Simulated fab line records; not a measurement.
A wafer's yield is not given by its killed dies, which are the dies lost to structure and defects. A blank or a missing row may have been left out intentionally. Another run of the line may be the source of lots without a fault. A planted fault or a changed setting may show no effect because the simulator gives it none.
A single fault, viewed from 2 desks :: flow sky130 :: only its own numbers are on each desk; what lay behind them is given at the end

== AT THE METROLOGY DESK ==
Lot by lot, what the gauges showed, no matter which tool ran the lot: averages of those sampled wafers that carry a number. The brackets show how far a lot's mean lies from the usual mean; more than 4 standard deviations puts the lot out of limits, marked OUT.
Columns: A = VIA3_BOW at SKY_VIA3_BOW_MEAS_03, usual 78 um
lot: L993
first seen here: day 38 18:25
A: 77

lot: L994
first seen here: day 39 00:51
A: 83

lot: L102
first seen here: day 41 13:06
A: 83

lot: L104
first seen here: day 42 01:21
A: 74

lot: L105
first seen here: day 42 08:59
A: 83

lot: L106
first seen here: day 42 16:55
A: 71

lot: L107
first seen here: day 42 20:35
A: 81

lot: L110
first seen here: day 43 19:33
A: 73

lot: L111
first seen here: day 43 21:21
A: 71

lot: L112
first seen here: day 44 07:28
A: 84

lot: L113
first seen here: day 44 11:50
A: 74

lot: L114
first seen here: day 44 23:19
A: 73

lot: L116
first seen here: day 45 15:30
A: 71
This desk's verdict: no lot among the 13 shows anything out of limits.

== TOOL OWNER'S DESK, implanter-03 ==
The tool's own readings at SKY_LDD_N_IMPLANT_12, given as means over the sampled wafers that have a number, one for each lot that went through this tool. The brackets show how far a lot's mean lies from the usual mean; more than 4 standard deviations puts the lot out of limits, marked OUT.
Columns: A = beam on s at SKY_LDD_N_IMPLANT_12, usual 10.03 s; B = dose ions cm2 at SKY_LDD_N_IMPLANT_12, usual 4.999e+12; C = rotation deg at SKY_LDD_N_IMPLANT_12, usual 0.001 degrees
lot: L993
first seen here: day 17 20:14
A: 9.97
B: 5.000e+12
C: -0.024

lot: L102
first seen here: day 21 06:40
A: 10.05
B: 5.005e+12
C: 63.365 (+99 or more) OUT

lot: L104
first seen here: day 21 22:38
A: 9.89
B: 4.999e+12
C: 63.395 (+99 or more) OUT

lot: L110
first seen here: day 24 04:11
A: 10.07
B: 4.993e+12
C: -0.017

lot: L112
first seen here: day 24 18:50
A: 9.93
B: 4.995e+12
C: 0.017

lot: L113
first seen here: day 25 01:17
A: 9.99
B: 4.997e+12
C: -0.010

lot: L114
first seen here: day 25 17:29
A: 10.07
B: 5.001e+12
C: -0.001

lot: L116
first seen here: day 26 17:50
A: 10.03
B: 4.996e+12
C: -0.019
This desk's verdict: out of limits on L102, L104, starting with L102 at day 21 06:40 (rotation deg at SKY_LDD_N_IMPLANT_12). Within limits: L993, L110, L112, L113, L114, L116.

== TAKEN TOGETHER ==
The tool owner's desk could have raised an alarm at day 21 06:40, on L102, L104.
Nothing out of limits was seen by the metrology desk.
The metrology desk holds a record of L102, L104, inside its limits.
Every lot named ran SKY_LDD_N_IMPLANT_12 on implanter-03.

== WHAT HAD BEEN PUT IN BY THE SIMULATOR ==
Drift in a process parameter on implanter-03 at SKY_LDD_N_IMPLANT_12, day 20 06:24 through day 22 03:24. Setting rotation deg, moved by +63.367, from 0. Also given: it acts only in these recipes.
Lots struck among those shown: L102, L104.
How many hours passed from the start of the fault until each desk's first out-of-limits reading: the tool owner's desk, 24.
